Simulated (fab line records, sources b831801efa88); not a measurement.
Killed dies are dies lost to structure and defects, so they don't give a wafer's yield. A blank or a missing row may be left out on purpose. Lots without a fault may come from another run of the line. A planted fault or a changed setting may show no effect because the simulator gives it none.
A struck lot beside a sound one | flow gf180mcu | 14 steps out of a route of 602
Sound: wafers L220.3, L220.4, L220.6. Struck: wafers L222.2, L222.5, L222.6. The cause comes at the end.
At each step with rows: each side's tool, then ch and its chambers, then its first start. Under that, the readings that differ: sound wafers | struck wafers | difference of the means | sigmas: that difference in standard deviations of wafers without a fault.
alike: readings whose means differ by less than 2 such deviations, and words and numbers that are the same on both sides. not compared: withheld readings, readings that some wafer has no value for, bounds like >300 that may hide the same value, and numbers for which the record gives no deviation and whose values overlap.
The two part at a step that has a row with sigmas, a row that says differs or no value, or rows on one side only. Numbers that don't overlap but have no deviation are shown without sigmas and don't part them. A reading that every wafer of one side lacks parts them only if that side has two wafers or more.

first, 2 steps without rows for these wafers: GF_M4_CLEAN_19 (cleans in DIW); GF_V4_CVD_00 (deposits SiO2, target thk 600 nm, time 100 s).
GF_V4_THK_MEAS_01:
  sound on film_metro-03, day 27 09:26; struck on film_metro-03, day 27 19:52
  alike: V4_CVD_00_THK
GF_V4_CVD_02: deposits SiO2 from TEOS, target thk 850 nm, time 94.851 s.
  sound on pecvd-01 ch 0,2, day 27 09:28; struck on pecvd-01 ch 0,2, day 27 19:55
  alike: heater_power_w
  not compared: since_wet_clean_h
GF_V4_THK_MEAS_03:
  sound on film_metro-01, day 27 09:34; struck on film_metro-01, day 27 20:02
  alike: V4_CVD_02_THK
GF_V4_CMP_04: polishes SiO2.
  sound on cmp-02 ch 0,1,3, day 27 09:42; struck on cmp-01 ch 1,2, day 27 20:05
  alike: motor_current_A, time_to_endpoint_s
GF_V4_BOW_MEAS_05:
  sound on film_metro-03, day 27 09:56; struck on film_metro-02, day 27 20:24
  alike: V4_BOW
then, 5 steps without rows for these wafers: GF_V4_DEHYDRATE_06 (time 60 s); GF_V4_HMDS_07 (prime time 60 s); GF_V4_COAT_08; GF_V4_COAT_09 (resist thk 1000 nm); GF_V4_SOFTBAKE_10 (time 60 s).
GF_V4_EXPOSE_11: exposes mask Via4, target cd 260 nm.
  sound on krf_scanner-01 ch 0, day 27 20:08; struck on krf_scanner-02, day 28 06:34
  no value came back on the struck wafers for exposure_dose_mJ_cm2, focus_offset_nm (nm); on the sound wafers exposure_dose_mJ_cm2 reads 38.00 37.99 37.94
  alike: mask
then, 1 step without rows for these wafers: GF_V4_PEB_12 (peb time 90 s).

WHERE THEY PART
Only at GF_V4_EXPOSE_11, within this record.

WHY: what the simulator had put in
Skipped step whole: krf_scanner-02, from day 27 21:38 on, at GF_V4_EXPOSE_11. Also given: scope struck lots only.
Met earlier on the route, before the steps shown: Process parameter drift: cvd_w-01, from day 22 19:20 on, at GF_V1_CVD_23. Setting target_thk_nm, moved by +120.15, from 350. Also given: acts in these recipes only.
